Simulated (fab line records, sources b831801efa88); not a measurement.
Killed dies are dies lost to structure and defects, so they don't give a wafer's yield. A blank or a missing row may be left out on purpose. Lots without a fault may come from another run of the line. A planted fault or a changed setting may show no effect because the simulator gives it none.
A struck lot beside a sound one | flow gf180mcu | 17 steps out of a route of 602
Sound: wafers L138.2, L138.3, L138.6. Struck: wafer L128.5. (L128.1 of the same lot was not struck and is left out.) The cause comes at the end.
At each step with rows: each side's tool, then ch and its chambers, then its first start. Under that, the readings that differ: sound wafers | struck wafers | difference of the means | sigmas: that difference in standard deviations of wafers without a fault.
alike: readings whose means differ by less than 2 such deviations, and words and numbers that are the same on both sides. not compared: withheld readings, readings that some wafer has no value for, bounds like >300 that may hide the same value, and numbers for which the record gives no deviation and whose values overlap.
The two part at a step that has a row with sigmas, a row that says differs or no value, or rows on one side only. Numbers that don't overlap but have no deviation are shown without sigmas and don't part them. A reading that every wafer of one side lacks parts them only if that side has two wafers or more.

first, 1 step without rows for these wafers: GF_HV_LDD_IMPLANT_09.
GF_HV_LDD_STRIP_10: strips in O2/N2.
  sound on plasma_asher-04 ch 0,1, day 14 01:35; struck on plasma_asher-01 ch 1, day 11 05:14
  alike: drypump_motor_current_A, heater_power_w, oes_product_au, platen_temp_c, strip_time_to_endpoint_s
  not compared: rf_hours_counter_h
GF_HV_LDD_TW_MEAS_11:
  sound on film_metro-03, day 14 01:42; struck on film_metro-03, day 11 05:20
  alike: HV_LDD_TW
then, 7 steps without rows for these wafers: GF_HV_LDD_DEHYDRATE_12 (time 60 s); GF_HV_LDD_HMDS_13 (prime time 60 s); GF_HV_LDD_COAT_14 (resist thk 1000 nm); GF_HV_LDD_SOFTBAKE_15 (time 60 s); GF_HV_LDD_EXPOSE_16 (exposes mask Pplus LV AREA, target cd 400 nm); GF_HV_LDD_PEB_17; GF_HV_LDD_DEVELOP_18 (develop time 60 s).
GF_HV_LDD_CD_MEAS_19: target cd 400 nm.
  sound on cd_sem-01, day 14 22:39; struck on cd_sem-02, day 11 23:20
  reading    | sound             | struck | difference | sigmas
  cd_nm (nm) | 399.6 397.4 395.5 | 402.5  | +5.0       | +2
GF_HV_LDD_OVL_MEAS_20:
  sound on overlay-01, day 14 22:46; struck on overlay-02, day 11 23:27
  reading            | sound       | struck | difference | sigmas
  HV_LDD_01_OVL (nm) | 1.4 1.4 4.4 | -0.8   | -3.2       | -2
GF_HV_LDD_IMPLANT_21:
  sound on implanter-03 ch 0, day 14 22:49; struck on implanter-01 ch 0, day 11 23:29
  reading            | sound            | struck | difference | sigmas
  beam_on_s (s)      | 9.94 10.14 10.49 | 7.68   | -2.51      | -14
  faraday_current_uA | 283 279 267      | 367    | +91        | +18
GF_HV_LDD_STRIP_22: strips in O2/N2.
  sound on plasma_asher-02 ch 0,1, day 14 22:56; struck on plasma_asher-04 ch 1, day 11 23:38
  alike: drypump_motor_current_A, heater_power_w, oes_product_au, platen_temp_c, strip_time_to_endpoint_s
  not compared: rf_hours_counter_h
GF_HV_LDD_TW_MEAS_23:
  sound on film_metro-03, day 14 23:03; struck on film_metro-01, day 11 23:44
  reading     | sound          | struck | difference | sigmas
  HV_LDD_2_TW | 1057 1057 1065 | 975    | -85        | -8
then, 2 steps without rows for these wafers: GF_HV_LDD_DEHYDRATE_24 (time 60 s); GF_PASSIVATION_PROBE_99.

WHERE THEY PART
First at GF_HV_LDD_CD_MEAS_19; last, within this record, at GF_HV_LDD_TW_MEAS_23.

WHY: what the simulator had put in
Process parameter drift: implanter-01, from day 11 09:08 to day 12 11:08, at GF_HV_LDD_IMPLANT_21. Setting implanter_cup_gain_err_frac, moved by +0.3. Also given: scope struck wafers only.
